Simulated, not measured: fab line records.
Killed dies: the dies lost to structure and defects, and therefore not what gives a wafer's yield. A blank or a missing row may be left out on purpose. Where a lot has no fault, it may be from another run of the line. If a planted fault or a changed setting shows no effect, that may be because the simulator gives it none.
Comparing a struck lot with a sound one    flow sfq_line    15 out of 325 route steps
Sound: wafers L439.1, L439.2, L439.3. Wafers L441.2, L441.4, L441.5 were the ones struck. At the end, the cause is stated.
Each step with rows lists, per side, the tool, then ch with its chambers, then its first start. Under that, the readings that differ: sound wafers    struck wafers    difference of the means    sigmas: that difference in standard deviations of wafers without a fault.
alike: readings with means less than 2 such deviations apart, plus words and numbers identical on both sides. not compared: withheld readings, readings lacking a value on some wafer, bounds such as >300 that could conceal the same value, and numbers that have no deviation in the record and whose values overlap.
The two part at a step that has a row with sigmas, a row that says differs or no value, or rows on one side only. When numbers do not overlap yet have no deviation, they are printed without sigmas and do not part them. A reading that every wafer of one side lacks parts them only if that side has two wafers or more.

first, 1 step without rows for these wafers: SFQ_TRILAYER_M6_STRIP_SOLV_CLEAN_164 (cleans in NMP, time 600 s).
SFQ_TRILAYER_I6_DEP_PECVD_165: deposits SiO2 from SiH4/N2O, time 111.11 s, target thk 500 nm.
  sound on pecvd-03 ch 0,1,2, day 58 06:30; struck on pecvd-01 ch 0,1, day 58 14:54
  alike: heater_power_w, throttle_valve_pct
SFQ_TRILAYER_I6_CMP_CMP_166: polishes SiO2.
  sound on cmp-01 ch 0,1,3, day 58 20:52; struck on cmp-02 ch 0,1,2, day 59 10:49
  alike: motor_current_A, time_to_endpoint_s
SFQ_I6_BOW_MEAS_941:
  sound on film_metro-04, day 58 23:52; struck on film_metro-03, day 59 13:20
  alike: I6_BOW
SFQ_TRILAYER_I6_METRO_MEASURE_167:
  sound on film_metro-04, day 58 23:59; struck on film_metro-03, day 59 13:38
  alike: thk_nm
then, 6 steps without rows for these wafers: SFQ_TRILAYER_I6_VIA_LITHO_COAT_174 (resist thk 62 nm); SFQ_TRILAYER_I6_VIA_LITHO_COAT_169 (resist thk 650 nm); SFQ_TRILAYER_I6_VIA_LITHO_SOFTBAKE_173; SFQ_TRILAYER_I6_VIA_LITHO_EXPOSE_170 (exposes mask I6, target cd 700 nm); SFQ_TRILAYER_I6_VIA_LITHO_PEB_172 (peb time 60 s); SFQ_TRILAYER_I6_VIA_LITHO_DEVELOP_171 (time 60 s).
-- the record jumps here: 4 days lie between the struck wafers' starts before and after --
SFQ_I6_OVL_MEAS_942:
  sound on overlay-01, day 63 02:30; struck on overlay-01, day 63 18:06
  alike: I6_OVL
SFQ_TRILAYER_I6_VIA_BARC_OPEN_VIA_ETCH_235: etches BARC in O2, target depth 125 nm, time 41.7 s.
  sound on rie_diel-01 ch 0,1,3, day 63 02:32; struck on rie_diel-01 ch 1,2,3, day 63 18:08
reading                                                  sound              struck             difference  sigmas
model.KrF_of_TRILAYER_I6_VIA_LITHO_COAT_169.thk_nm (nm)  574.6 577.6 574.9  556.6 557.4 554.4  -19.6       
  alike: drypump_motor_current_A, oes_product_au
  not compared: rf_hours_counter_h
SFQ_TRILAYER_I6_VIA_ETCH_VIA_ETCH_172: etches SiO2 in CHF3, stops on Nb, target depth 260 nm.
  sound on rie_diel-01 ch 0,1,3, day 63 02:34; struck on rie_diel-01 ch 1,2,3, day 63 18:10
reading                                                  sound            struck             difference  sigmas
model.KrF_of_TRILAYER_I6_VIA_LITHO_COAT_169.thk_nm (nm)  529.9 533 531.3  512.5 513.8 509.1  -19.6       
  alike: drypump_motor_current_A, oes_product_au
SFQ_TRILAYER_I6_VIA_STRIP_STRIP_173: strips in O2.
  sound on rie_metal-01 ch 0,1, day 63 02:41; struck on rie_metal-04 ch 0,1, day 63 18:17
  alike: drypump_motor_current_A, oes_product_au
  not compared: rf_hours_counter_h

## WHERE THEY PART
Nowhere in this record.

WHY: whatever the simulator had introduced
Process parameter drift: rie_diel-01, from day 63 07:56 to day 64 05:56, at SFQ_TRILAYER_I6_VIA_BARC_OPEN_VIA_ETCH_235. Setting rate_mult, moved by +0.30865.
